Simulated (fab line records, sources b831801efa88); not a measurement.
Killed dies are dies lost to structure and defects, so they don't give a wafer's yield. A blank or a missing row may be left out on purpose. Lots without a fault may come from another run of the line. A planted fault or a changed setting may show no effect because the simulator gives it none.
Chamber matching | flow sky130 | SKY_FIELD_ISO_CMP_27 on cmp-02: 3 sister chambers
The step polishes, stops on Si3N4, t overpolish 16 s, target thk 457.8 nm. 16 wafers are shown with their chamber, then 6 later ones without.

WAFERS WITH THEIR CHAMBER
wafer  | chamber | motor_current_A (A)
L725.3 | 3       | 13.6
L725.4 | 2       | 12.5
L725.5 | 1       | 10.1
L728.1 | 3       | 13.5
L728.3 | 2       | 13.3
L728.6 | 3       | 13.8
L729.3 | 3       | 13.0
L729.4 | 2       | 12.2
L729.6 | 1       | 10.3
L731.2 | 2       | 12.7
L731.4 | 3       | 12.7
L731.6 | 1       | 10.4
L733.2 | 3       | 13.4
L733.4 | 2       | 12.9
L733.5 | 3       | 12.9
L735.2 | 1       | 10.8

SIGNATURES (means of the wafers above)
reading         | chamber 1 | chamber 2 | chamber 3 | scatter within a chamber
motor_current_A | 10.400    | 12.720    | 13.271    | 0.387
Rule: a wafer's distance from a chamber is the root of the sum, over the readings, of the square of ((its reading less the chamber's mean) divided by the reading's scatter). The wafer belongs to the nearest chamber; if the next one is less than 2 further off, it can't be placed. The scatter: the root of (the sum of the squares of (reading less its chamber's mean) over the shown wafers, divided by (wafers less chambers)).

WAFERS WITHOUT THEIR CHAMBER
wafer  | motor_current_A (A)
L735.4 | 12.7
L736.2 | 13.6
L736.3 | 10.7
L736.6 | 14.0
L745.2 | 10.4
L745.3 | 13.1

WHICH CHAMBER EACH WENT THROUGH
wafer  | from the rows above     | in truth
L735.4 | can't be placed: 2 or 3 | 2
L736.2 | can't be placed: 3 or 2 | 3
L736.3 | 1                       | 1
L736.6 | can't be placed: 3 or 2 | 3
L745.2 | 1                       | 1
L745.3 | can't be placed: 3 or 2 | 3
Placed correctly: 2 of 6. Can't be placed from these rows: 4 (the true chamber is among the candidates in 4). Placed wrongly: 0.
